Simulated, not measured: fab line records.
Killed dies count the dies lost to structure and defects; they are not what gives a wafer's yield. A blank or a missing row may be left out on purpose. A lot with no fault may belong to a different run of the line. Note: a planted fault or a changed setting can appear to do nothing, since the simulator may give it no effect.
fab line records	flow sky130
record lots=6	wafers=17	last_day=49
route steps=708 shown VT_ADJUST_NCORE@123 VT_ADJUST_HVTR@131 PAD_OPEN@708
lots that met no fault: taken from a fault-free run of the same line
start_h: start of the lot's first displayed wafer, in hours after the record's first day	wait_h: hours since the lot's step before	" the same as in the row above	L1.1+2: a single row standing in for several wafers	- no value, or no start was given	* or withheld: withheld	< > ~ a bound
route shown NAME@n: names a module that has steps shown in the file, with the first one's number in the route	usual: average and standard deviation across the fault-free wafers	same: alike in all rows	chamber/n: place in a boat	sites: per-site readings	_std_site: standard deviation of those values	_edge_site: inner sites' mean taken away from outer sites' mean	radius_mm: how far each site lies from the wafer's centre	mask NAME#n: copy n	behind: the tool/chamber that last shaped the wafer	hold: cause of the lot's hold/its duration in hours/its outcome	device: whichever transistor did not switch (one of n, p or np)	end of line: at the end of the route, the tests of the same wafers	step lacking rows: just its recipe	killed: not the wafer's yield, but the dies lost to structure and defects at the first sort	map: a wafer's dies, marking killed ones x, the rest . and places with no die _
set.NAME: the run value of the setting; set.NAME@STEP: its run value at that earlier step	model.NAME: the simulator's own value behind a step, which no gauge read
certain route steps with their lots: each step a table, each wafer a row
services: from which hour (start_h, from the record's first day; less than 0 if before it) a tool's chamber was out of use, for how many hours, and why
## steps
# step SKY_VT_ADJUST_NCORE_EXPOSE_04
# recipe mask_id=LVTN_COMPLEMENT_THIN	na=0.6	source_shape=conventional	sigma_outer=0.6	polarization=unpolarized	target_cd_nm=380	dose_mj=139
# step SKY_VT_ADJUST_NCORE_PEB_05
# recipe temp_c=withheld	time_s=*	resist=NOVOLAK
# step SKY_VT_ADJUST_NCORE_DEVELOP_06
# recipe resist=NOVOLAK	developer=TMAH	develop_time_s=60	dev_temp_c=23
# step SKY_VT_ADJUST_NCORE_CD_MEAS_07
# recipe target_cd_nm=380
# usual cd_nm=380/3.1
lot.wafer	tool	chamber	start_h	wait_h	cd_nm
L285.2	cd_sem-02	-	203.59	0.1	378
L285.4	"	-	"	"	381
L285.6	"	-	"	"	380
L287.1	cd_sem-01	-	224.05	0.1	382
L287.3	"	-	"	"	381
L287.6	"	-	"	"	381
L288.2	cd_sem-02	-	224.37	0.1	378
L288.4	"	-	"	"	378
L288.6	"	-	"	"	376
L291.4	cd_sem-01	-	246.46	0.1	379
L291.5	"	-	"	"	379
L291.6	"	-	"	"	379
L292.4	cd_sem-02	-	250.26	0.1	379
L292.5	"	-	"	"	379
L300.2	cd_sem-02	-	306.69	0.1	380
L300.3	"	-	"	"	376
L300.4	"	-	"	"	380
# step SKY_VT_ADJUST_NCORE_OVL_MEAS_08
# usual VT_ADJUST_NCORE_OVL=1.0/1.3
lot.wafer	tool	chamber	start_h	wait_h	VT_ADJUST_NCORE_OVL[nm]
L285.2	overlay-02	-	203.69	0.1	1.0
L285.4	"	-	"	"	1.5
L285.6	"	-	"	"	2.6
L287.1	overlay-01	-	224.17	0.1	0.7
L287.3	"	-	"	"	-0.9
L287.6	"	-	"	"	-0.1
L288.2	overlay-02	-	224.47	0.1	-0.1
L288.4	"	-	"	"	-0.6
L288.6	"	-	"	"	-1.2
L291.4	overlay-02	-	246.53	0.1	1.6
L291.5	"	-	"	"	2.7
L291.6	"	-	"	"	-1.3
L292.4	overlay-01	-	250.33	0.1	-2.3
L292.5	"	-	"	"	1.2
L300.2	overlay-01	-	306.79	0.1	0.5
L300.3	"	-	"	"	-0.2
L300.4	"	-	"	"	1.1
# step SKY_VT_ADJUST_NCORE_IMPLANT_09
# recipe species=B	energy_kev=10	dose_cm2=2.4e+12	tilt_deg=withheld
# step SKY_VT_ADJUST_NCORE_STRIP_10
# recipe chemistry=O2/N2	power_w=1400	pressure_mtorr=1500	platen_temp_c=withheld	o2_flow_sccm=3000	n2_flow_sccm=300	overash_fraction=0.5
# usual drypump_motor_current_A=6.1/0.57	oes_product_au=0.716/0.0043	strip_time_to_endpoint_s=14.17/0.031
lot.wafer	tool	chamber	start_h	wait_h	drypump_motor_current_A	oes_product_au	rf_hours_counter_h	strip_time_to_endpoint_s
L285.2	plasma_asher-01	1	203.87	0.1	6.0	0.711	50	14.20
L285.4	"	0	"	"	6.6	0.713	-	14.17
L285.6	"	1	"	"	6.0	0.712	-	14.16
L287.1	plasma_asher-01	1	224.35	0.1	6.0	0.713	52	14.17
L287.3	"	0	"	"	6.6	0.710	-	14.21
L287.6	"	0	"	"	6.6	0.708	-	14.19
L288.2	plasma_asher-01	0	224.65	0.1	6.6	0.710	52	14.22
L288.4	"	0	"	"	6.6	0.722	-	14.21
L288.6	"	1	"	"	6.0	0.724	-	14.19
L291.4	plasma_asher-04	1	246.74	0.1	5.3	0.719	-	14.16
L291.5	"	0	"	"	5.0	0.718	-	14.17
L291.6	"	1	"	"	5.3	0.723	-	14.13
L292.4	plasma_asher-01	0	250.54	0.1	6.6	0.715	-	14.21
L292.5	"	1	"	"	6.0	0.716	-	14.19
L300.2	plasma_asher-04	1	306.97	0.1	5.3	0.713	48	14.17
L300.3	"	1	"	"	5.3	0.719	-	14.22
L300.4	"	0	"	"	5.0	0.711	-	14.17
# step SKY_VT_ADJUST_NCORE_TW_MEAS_11
# usual VT_ADJUST_NCORE_TW=219.4/1.5
lot.wafer	tool	chamber	start_h	wait_h	VT_ADJUST_NCORE_TW
L285.2	film_metro-01	-	203.98	0.1	219.9
L285.4	"	-	"	"	222.2
L285.6	"	-	"	"	221.7
L287.1	film_metro-02	-	224.45	0.1	219.5
L287.3	"	-	"	"	219.2
L287.6	"	-	"	"	218.4
L288.2	film_metro-02	-	224.76	0.1	219.4
L288.4	"	-	"	"	219.2
L288.6	"	-	"	"	218.8
L291.4	film_metro-02	-	246.83	0.1	219.8
L291.5	"	-	"	"	219.5
L291.6	"	-	"	"	220.3
L292.4	film_metro-02	-	250.63	0.1	219.4
L292.5	"	-	"	"	219.2
L300.2	film_metro-01	-	307.08	0.1	219.4
L300.3	"	-	"	"	219.7
L300.4	"	-	"	"	220.6
# step SKY_VT_ADJUST_HVTR_DEHYDRATE_00
# recipe temp_c=200	time_s=60
# step SKY_VT_ADJUST_HVTR_HMDS_01
# recipe prime_time_s=60	prime_temp_c=120
# step SKY_VT_ADJUST_HVTR_COAT_02
# recipe resist=NOVOLAK	spin_rpm=3000	resist_thk_nm=1140
# step SKY_VT_ADJUST_HVTR_SOFTBAKE_03
# recipe temp_c=90	time_s=60	resist=NOVOLAK
# step SKY_VT_ADJUST_HVTR_EXPOSE_04
# recipe mask_id=HVTRM	target_cd_nm=380	na=0.6	source_shape=conventional	sigma_outer=0.6	dose_mj=150
lot.wafer	tool	chamber	start_h	wait_h	mask
L285.2+4+6	iline_stepper-01	0	215.27	-	HVTRM#0
L287.1+3+6	iline_stepper-01	0	235.38	-	HVTRM#0
L288.2+4+6	iline_stepper-01	0	236.00	-	HVTRM#0
L291.4+5+6	iline_stepper-01	0	257.89	-	HVTRM#0
L292.4+5	iline_stepper-01	0	261.96	-	HVTRM#0
L300.2+3+4	iline_stepper-02	0	320.30	-	HVTRM#0
# step SKY_VT_ADJUST_HVTR_PEB_05
# recipe temp_c=withheld	time_s=*	resist=NOVOLAK
# step SKY_VT_ADJUST_HVTR_DEVELOP_06
# recipe develop_time_s=60	dev_temp_c=23
# step SKY_VT_ADJUST_HVTR_CD_MEAS_07
# recipe target_cd_nm=380
# usual cd_nm=379.7/2.2
lot.wafer	tool	chamber	start_h	wait_h	cd_nm
L285.2	cd_sem-01	-	226.95	0.1	383.3
L285.4	"	-	"	"	383.0
L285.6	"	-	"	"	378.1
L287.1	cd_sem-01	-	247.00	0.1	383.8
L287.3	"	-	"	"	383.7
L287.6	"	-	"	"	380.1
L288.2	cd_sem-01	-	247.79	0.1	375.9
L288.4	"	-	"	"	379.3
L288.6	"	-	"	"	378.5
L291.4	cd_sem-01	-	270.13	0.1	359.2
L291.5	"	-	"	"	382.6
L291.6	"	-	"	"	360.3
L292.4	cd_sem-01	-	274.23	0.1	361.6
L292.5	"	-	"	"	381.2
L300.2	cd_sem-01	-	333.17	0.1	381.3
L300.3	"	-	"	"	381.0
L300.4	"	-	"	"	379.3
# step SKY_VT_ADJUST_HVTR_OVL_MEAS_08
# usual VT_ADJUST_HVTR_OVL=0.0/1.3
lot.wafer	tool	chamber	start_h	wait_h	VT_ADJUST_HVTR_OVL[nm]
L285.2	overlay-02	-	227.06	0.1	-0.4
L285.4	"	-	"	"	0.3
L285.6	"	-	"	"	-0.4
L287.1	overlay-01	-	247.12	0.1	0.0
L287.3	"	-	"	"	-1.6
L287.6	"	-	"	"	0.2
L288.2	overlay-01	-	247.89	0.1	2.2
L288.4	"	-	"	"	-0.4
L288.6	"	-	"	"	0.3
L291.4	overlay-02	-	270.21	0.1	0.8
L291.5	"	-	"	"	3.0
L291.6	"	-	"	"	2.2
L292.4	overlay-02	-	274.31	0.1	-1.2
L292.5	"	-	"	"	-0.2
L300.2	overlay-02	-	333.27	0.1	1.6
L300.3	"	-	"	"	1.0
L300.4	"	-	"	"	0.1
# step SKY_PAD_OPEN_PROBE_99
# usual killed_at_M0_to_M3=42/7.3	killed_at_M4_up=3.2/1.8	killed_at_contacts=25/5.2	killed_at_front_end=15/4.6	killed_at_other=0.3/0.62	killed_dies=85/9.9	killed_open=46/7.1	killed_short=38/5.7
# same gross_dies=492	killed_at_back_side=0
lot.wafer	tool	chamber	start_h	wait_h	killed_at_M0_to_M3	killed_at_M4_up	killed_at_contacts	killed_at_front_end	killed_at_other	killed_dies	killed_open	killed_short
L285.2	prober-01	-	1095.09	0.1	28	2	22	11	0	63	32	30
L285.4	prober-01	-	1095.19	0.2	50	3	29	15	0	97	47	47
L285.6	prober-01	-	1095.29	0.2	35	4	21	25	0	85	41	44
L287.1	prober-01	-	1110.79	0.1	58	1	25	11	1	96	55	41
L287.3	prober-01	-	1110.89	0.2	43	8	30	11	0	92	55	35
L287.6	prober-01	-	1111.04	0.2	42	3	30	10	1	86	41	44
L288.2	prober-02	-	1115.94	0.1	44	0	22	11	1	78	43	35
L288.4	prober-02	-	1116.04	0.2	35	5	31	13	0	84	38	46
L288.6	prober-02	-	1116.14	0.2	40	0	34	23	0	97	51	46
L291.4	prober-01	-	1132.37	0.2	42	2	14	14	1	73	35	38
L291.5	prober-01	-	1132.42	0.2	40	2	27	13	0	82	44	38
L291.6	prober-01	-	1132.47	0.2	31	4	19	9	0	63	30	33
L292.4	prober-02	-	1133.61	0.2	43	4	33	16	0	96	50	46
L292.5	prober-02	-	1133.66	0.2	46	3	21	9	0	79	47	32
L300.2	prober-02	-	1177.12	0.1	37	3	27	15	0	82	47	35
L300.3	prober-02	-	1177.17	0.2	42	3	38	15	0	98	58	40
L300.4	prober-02	-	1177.22	0.2	44	1	17	10	0	72	40	32
# killed by level:class
L285.2 CONTACT:geometric_particle:open=8 LI_CONTACT:geometric_particle:open=5 LOCAL_INTERCONNECT:geometric_particle:short=5 VIA1:geometric_particle:short=4 METAL1:geometric_particle:short=4 VIA1:geometric_particle:open=4 VIA3:geometric_particle:open=4 FIELD_ISO:geometric_particle:short=3
L285.4 VIA1:geometric_particle:open=12 CONTACT:geometric_particle:open=9 METAL2:geometric_particle:short=9 VIA2:geometric_particle:open=9 LI_CONTACT:geometric_particle:open=7 CONTACT:geometric_particle:short=7 VIA2:geometric_particle:short=6 FIELD_ISO:geometric_particle:short=4
L285.6 FIELD_ISO:geometric_particle:short=7 LI_CONTACT:geometric_particle:open=7 VIA2:geometric_particle:open=7 METAL2:geometric_particle:short=6 POLY_GATE:geometric_particle:short=5 CONTACT:geometric_particle:short=5 VIA1:geometric_particle:open=5 FIELD_ISO:geometric_particle:open=4
L287.1 VIA1:geometric_particle:open=14 CONTACT:geometric_particle:open=13 VIA3:geometric_particle:open=11 METAL1:geometric_particle:short=7 VIA2:geometric_particle:open=7 METAL2:geometric_particle:short=6 VIA1:geometric_particle:short=5 SPACER:geometric_particle:short=4
L287.3 VIA1:geometric_particle:open=13 LI_CONTACT:geometric_particle:open=11 VIA2:geometric_particle:open=8 FIELD_ISO:geometric_particle:open=5 CONTACT:geometric_particle:short=5 METAL2:geometric_particle:short=5 METAL4:geometric_particle:short=5 LOCAL_INTERCONNECT:geometric_particle:short=4
L287.6 VIA1:geometric_particle:open=11 CONTACT:geometric_particle:open=8 LI_CONTACT:geometric_particle:open=7 LI_CONTACT:geometric_particle:short=6 VIA1:geometric_particle:short=6 METAL1:geometric_particle:short=5 CONTACT:geometric_particle:short=5 VIA2:geometric_particle:open=5
L288.2 VIA1:geometric_particle:open=12 CONTACT:geometric_particle:short=8 VIA2:geometric_particle:open=7 CONTACT:geometric_particle:open=5 LI_CONTACT:geometric_particle:open=4 METAL2:geometric_particle:short=4 METAL3:geometric_particle:short=4 FIELD_ISO:geometric_particle:open=3
L288.4 CONTACT:geometric_particle:open=13 VIA1:geometric_particle:short=9 VIA1:geometric_particle:open=7 CONTACT:geometric_particle:short=6 LOCAL_INTERCONNECT:geometric_particle:short=5 VIA2:geometric_particle:open=5 FIELD_ISO:geometric_particle:short=4 LI_CONTACT:geometric_particle:short=4
L288.6 LI_CONTACT:geometric_particle:open=12 CONTACT:geometric_particle:open=9 METAL1:geometric_particle:short=9 FIELD_ISO:geometric_particle:short=8 VIA1:geometric_particle:open=8 VIA2:geometric_particle:open=6 LOCAL_INTERCONNECT:geometric_particle:short=5 CONTACT:geometric_particle:short=5
L291.4 VIA3:geometric_particle:open=7 LI_CONTACT:geometric_particle:open=5 VIA1:geometric_particle:open=5 VIA1:geometric_particle:short=5 FIELD_ISO:geometric_particle:short=4 POLY_GATE:geometric_particle:open=4 METAL1:geometric_particle:short=4 METAL2:geometric_particle:short=4
L291.5 VIA1:geometric_particle:open=9 LI_CONTACT:geometric_particle:open=8 CONTACT:geometric_particle:open=7 VIA1:geometric_particle:short=6 VIA3:geometric_particle:open=6 POLY_GATE:geometric_particle:open=5 LI_CONTACT:geometric_particle:short=5 METAL1:geometric_particle:short=5
L291.6 CONTACT:geometric_particle:open=8 VIA1:geometric_particle:open=7 METAL1:geometric_particle:short=6 VIA1:geometric_particle:short=5 POLY_GATE:geometric_particle:short=4 LI_CONTACT:geometric_particle:open=4 METAL2:geometric_particle:short=4 LOCAL_INTERCONNECT:geometric_particle:short=3
L292.4 CONTACT:geometric_particle:open=12 LI_CONTACT:geometric_particle:open=8 LOCAL_INTERCONNECT:geometric_particle:short=8 METAL1:geometric_particle:short=8 VIA1:geometric_particle:open=7 VIA3:geometric_particle:open=6 METAL2:geometric_particle:short=5 POLY_GATE:geometric_particle:open=4
L292.5 VIA1:geometric_particle:open=13 VIA1:geometric_particle:short=10 VIA2:geometric_particle:open=8 LI_CONTACT:geometric_particle:open=7 CONTACT:geometric_particle:open=7 FIELD_ISO:geometric_particle:open=6 CONTACT:geometric_particle:short=5 METAL2:geometric_particle:short=4
L300.2 VIA1:geometric_particle:open=14 LI_CONTACT:geometric_particle:open=10 CONTACT:geometric_particle:open=9 POLY_GATE:geometric_particle:short=5 VIA1:geometric_particle:short=4 METAL2:geometric_particle:short=4 VIA3:geometric_particle:open=4 FIELD_ISO:geometric_particle:short=3
L300.3 LI_CONTACT:geometric_particle:open=11 CONTACT:geometric_particle:open=11 VIA3:geometric_particle:open=10 POLY_GATE:geometric_particle:open=7 VIA1:geometric_particle:open=7 VIA1:geometric_particle:short=7 LI_CONTACT:geometric_particle:short=5 METAL2:geometric_particle:short=5
L300.4 METAL1:geometric_particle:short=12 CONTACT:geometric_particle:open=9 VIA1:geometric_particle:open=9 VIA3:geometric_particle:open=7 SPACER:geometric_particle:open=4 VIA3:geometric_particle:short=4 CONTACT:geometric_particle:short=3 METAL2:geometric_particle:short=3
## services
tool	chamber	start_h	hours	kind
iline_stepper-02	0	204.76	-	calibration
plasma_asher-04	-	225.64	15.6	pm
plasma_asher-01	-	281.42	0.8	repair
iline_stepper-01	-	311.66	1.7	pm
## key
first_sign step=SKY_VT_ADJUST_HVTR_CD_MEAS_07	reading=cd_nm	direction=down	sigmas=8.6	usual=379.7	struck=360.3
effect none on later readings
met_at SKY_VT_ADJUST_HVTR_EXPOSE_04
struck_wafers L291.4,L291.6,L292.4
tester_left_out L291,L292
onset_between 236.00 257.89
fault kind=process_parameter_drift	tool=iline_stepper-01	chamber=-	onset_h=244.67	steps=SKY_VT_ADJUST_HVTR_EXPOSE_04	channel=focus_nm	offset=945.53	shape=step	end_h=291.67	scope=struck_wafers_only
# tester_left_out: of these lots the tester's yield and bins aren't shown, on N5 and GAA mostly nor the transistor test; their killed dies are dies lost to structure and defects alone, not to doping, threshold or leakage, so they don't give the yield
